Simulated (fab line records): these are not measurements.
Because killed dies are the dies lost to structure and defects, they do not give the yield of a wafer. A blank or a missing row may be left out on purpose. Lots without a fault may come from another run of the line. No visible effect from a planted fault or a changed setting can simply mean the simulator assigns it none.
Which tool is to blame? | flow sfqLine | Sampling: 14 lots, 42 wafers, 5 of 325 route steps

## WHAT EACH GAUGE READ, for each wafer
SFQ_M4_OVL_MEAS_926. Usual: for M4_OVL the level is 2 nm and the standard deviation is 6.1.
lot  | measured     | on         | M4_OVL (nm) | flag
L704 | day 37 21:23 | overlay-02 | -7 4 3      | 
L705 | day 38 10:34 | overlay-02 | -2 8 7      | 
L706 | day 42 11:56 | overlay-01 | 11 5 5      | 
L707 | day 42 13:08 | overlay-02 | -2 1 1      | 
L708 | day 42 21:33 | overlay-02 | 13 7 13     | 
L711 | day 45 07:28 | overlay-02 | 3 -1 6      | 
L713 | day 46 21:40 | overlay-02 | 10 3 3      | 
L716 | day 51 15:59 | overlay-02 | 12 11 2     | 
L717 | day 52 02:59 | overlay-01 | -5 -1 2     | 
L719 | day 52 14:32 | overlay-01 | 5 6 6       | 
L721 | day 52 23:15 | overlay-02 | -4 -1 5     | 
L722 | day 57 19:02 | overlay-01 | 4 6 5       | 
L723 | day 57 21:26 | overlay-01 | -1 4 8      | 
L727 | day 59 09:55 | overlay-02 | -4 -6 -4    | 

SFQ_M6_RS_MEAS_938: uses a four-point probe to measure. Usual: for M6_NB_RS the level is 0.894 ohm/sq and the standard deviation is 0.01.
lot  | measured     | on           | M6_NB_RS (ohm/sq) | flag
L704 | day 60 16:25 | filmMetro-02 | 0.885 0.885 0.883 | 
L705 | day 60 22:24 | filmMetro-02 | 0.896 0.902 0.909 | 
L706 | day 61 02:00 | filmMetro-02 | 0.883 0.887 0.887 | 
L707 | day 61 08:04 | filmMetro-03 | 0.899 0.907 0.890 | 
L708 | day 61 10:28 | filmMetro-03 | 0.898 0.892 0.895 | 
L711 | day 61 18:49 | filmMetro-03 | 0.918 0.917 0.907 | 
L713 | day 69 17:14 | filmMetro-02 | 0.905 0.893 0.900 | 
L716 | day 71 13:38 | filmMetro-04 | 0.891 0.872 0.887 | 
L717 | day 71 16:09 | filmMetro-02 | 0.894 0.893 0.884 | 
L719 | day 73 17:20 | filmMetro-03 | 0.894 0.893 0.888 | 
L721 | day 74 07:45 | filmMetro-03 | 0.892 0.885 0.888 | 
L722 | day 74 11:21 | filmMetro-03 | 0.913 0.894 0.914 | 
L723 | day 74 13:45 | filmMetro-02 | 0.893 0.886 0.902 | 
L727 | day 76 00:32 | filmMetro-02 | 0.884 0.884 0.864 | 

## TOOL THAT RAN EACH LOT (tool first, then ch and the chambers of the sampled wafers, then the start)
lot  | SFQ_TRILAYER_L0_CAP_PECVD_011  | SFQ_TRILAYER_L0_VIA_ETCH_VIA_ETCH_016 | SFQ_TRILAYER_M5_STRIP_STRIP_127
L704 | pecvd-01 ch 0,1, day 4 05:43   | rieDiel-02 ch 1,2, day 7 07:43        | rieMetal-04 ch 0, day 49 17:53
L705 | pecvd-04 ch 0,1, day 4 11:42   | rieDiel-02 ch 1,2,3, day 7 16:04      | rieMetal-04 ch 0,1, day 49 19:13
L706 | pecvd-04 ch 0,1, day 4 20:06   | rieDiel-02 ch 1,2,3, day 8 00:28      | rieMetal-03 ch 0,1, day 50 03:04
L707 | pecvd-03 ch 1,2, day 5 02:06   | rieDiel-02 ch 0,1, day 8 08:59        | rieMetal-03 ch 0,1, day 50 04:28
L708 | pecvd-04 ch 0,1,2, day 5 08:59 | rieDiel-03 ch 0,2,3, day 8 16:11      | rieMetal-01 ch 0,1, day 55 09:32
L711 | pecvd-04 ch 0,2, day 6 02:40   | rieDiel-03 ch 2,3, day 9 19:02        | rieMetal-04 ch 0,1, day 56 02:16
L713 | pecvd-03 ch 0,1,2, day 6 09:22 | rieDiel-02 ch 0,1,3, day 10 01:02     | rieMetal-04 ch 0,1, day 58 18:37
L716 | pecvd-03 ch 0,1, day 7 04:25   | rieDiel-03 ch 1,2,3, day 10 15:26     | rieMetal-03 ch 0,1, day 63 15:30
L717 | pecvd-03 ch 0,1, day 7 10:04   | rieDiel-02 ch 0,1,2, day 10 23:50     | rieMetal-04 ch 1, day 63 18:09
L719 | pecvd-04 ch 0,1, day 7 20:28   | rieDiel-04 ch 1,2, day 11 08:59       | rieMetal-04 ch 1, day 64 17:10
L721 | pecvd-01 ch 0,2, day 8 08:37   | rieDiel-03 ch 2,3, day 11 17:23       | rieMetal-03 ch 0,1, day 64 21:58
L722 | pecvd-01 ch 0,1,2, day 8 14:35 | rieDiel-03 ch 0,1,3, day 11 23:23     | rieMetal-01 ch 1, day 64 23:38
L723 | pecvd-04 ch 0,1, day 8 21:42   | rieDiel-02 ch 0,2,3, day 12 07:47     | rieMetal-03 ch 0,1, day 65 00:22
L727 | pecvd-03 ch 0,1, day 10 01:22  | rieDiel-04 ch 0,1, day 13 11:23       | rieMetal-03 ch 0,1, day 66 07:19
- SFQ_TRILAYER_L0_CAP_PECVD_011: deposits SiO2 from SiH4/N2O, time 13.333 s, target thk 60 nm.
- SFQ_TRILAYER_L0_VIA_ETCH_VIA_ETCH_016: etches SiO2 in CHF3, stops on MoNx KI, target depth 80 nm.
- SFQ_TRILAYER_M5_STRIP_STRIP_127: strips in O2.

## WHAT THE TOOLS THEMSELVES READ (means of the sampled wafers that have a number; where no wafer has one, the mark that the record gives instead)
SFQ_TRILAYER_L0_CAP_PECVD_011. Usual: heaterPowerW 81 W, standard deviation 20; throttleValvePct 24.1 %, standard deviation 0.97.
lot  | tool     | heaterPowerW (W) | throttleValvePct (%) | flag
L704 | pecvd-01 | 93               | 25.6                 | 
L705 | pecvd-04 | 73               | 24.1                 | 
L706 | pecvd-04 | 102              | 23.8                 | 
L707 | pecvd-03 | 78               | 23.8                 | 
L708 | pecvd-04 | 100              | 23.9                 | 
L711 | pecvd-04 | 68               | 23.9                 | 
L713 | pecvd-03 | 74               | 23.4                 | 
L716 | pecvd-03 | 73               | 23.1                 | 
L717 | pecvd-03 | 79               | 23.3                 | 
L719 | pecvd-04 | 96               | 23.9                 | 
L721 | pecvd-01 | 88               | 25.0                 | 
L722 | pecvd-01 | 80               | 25.3                 | 
L723 | pecvd-04 | 71               | 24.0                 | 
L727 | pecvd-03 | 67               | 23.1                 | 

SFQ_TRILAYER_L0_VIA_ETCH_VIA_ETCH_016. Usual: drypumpMotorCurrentA 5.7 A, standard deviation 0.49; oesProductAu 0.844 a.u., standard deviation 0.0073.
lot  | tool       | drypumpMotorCurrentA (A) | oesProductAu (a.u.) | flag
L704 | rieDiel-02 | 5.4                      | 0.846               | 
L705 | rieDiel-02 | 5.7                      | 0.840               | 
L706 | rieDiel-02 | 5.7                      | 0.850               | 
L707 | rieDiel-02 | 5.1                      | 0.857               | 
L708 | rieDiel-03 | 5.8                      | 0.853               | 
L711 | rieDiel-03 | 6.2                      | 0.844               | 
L713 | rieDiel-02 | 5.6                      | 0.843               | 
L716 | rieDiel-03 | 6.0                      | 0.825               | 
L717 | rieDiel-02 | 5.3                      | 0.829               | 
L719 | rieDiel-04 | 6.2                      | 0.844               | 
L721 | rieDiel-03 | 6.1                      | 0.841               | 
L722 | rieDiel-03 | 5.7                      | 0.849               | 
L723 | rieDiel-02 | 5.4                      | 0.850               | 
L727 | rieDiel-04 | 5.9                      | 0.836               | 

SFQ_TRILAYER_M5_STRIP_STRIP_127. Usual: drypumpMotorCurrentA 5.9 A, standard deviation 0.52; oesProductAu 0.994 a.u., standard deviation 0.0082.
lot  | tool        | drypumpMotorCurrentA (A) | oesProductAu (a.u.) | flag
L704 | rieMetal-04 | 6.2                      | 0.999               | 
L705 | rieMetal-04 | 5.9                      | 0.993               | 
L706 | rieMetal-03 | 6.4                      | 1.000               | 
L707 | rieMetal-03 | 6.4                      | 0.993               | 
L708 | rieMetal-01 | 6.0                      | 0.999               | 
L711 | rieMetal-04 | 5.8                      | 1.001               | 
L713 | rieMetal-04 | 5.8                      | 0.997               | 
L716 | rieMetal-03 | 6.4                      | 0.990               | 
L717 | rieMetal-04 | 5.0                      | 0.977               | 
L719 | rieMetal-04 | 5.0                      | 0.991               | 
L721 | rieMetal-03 | 6.4                      | 1.002               | 
L722 | rieMetal-01 | 6.1                      | 0.989               | 
L723 | rieMetal-03 | 6.4                      | 1.000               | 
L727 | rieMetal-03 | 6.4                      | 0.993               | 

## THE ANSWER, worked out from the rows above alone
Rule: a lot counts as off when the mean over its wafers that have a number is more than 3 standard deviations away from the usual mean. Also off: a lot with no number at a reading for which 4 or more lots have one. The other lots that the step has rows for count as sound. First the gauges in route order, then the tools' own readings, where a lot's mean is used as printed above. At the first step where some lot is off, the reading lying furthest off is the one used; lots without a number count as furthest.
No lot is off at any reading shown: from this, nothing can be told.

## WHAT WAS PUT IN BY THE SIMULATOR
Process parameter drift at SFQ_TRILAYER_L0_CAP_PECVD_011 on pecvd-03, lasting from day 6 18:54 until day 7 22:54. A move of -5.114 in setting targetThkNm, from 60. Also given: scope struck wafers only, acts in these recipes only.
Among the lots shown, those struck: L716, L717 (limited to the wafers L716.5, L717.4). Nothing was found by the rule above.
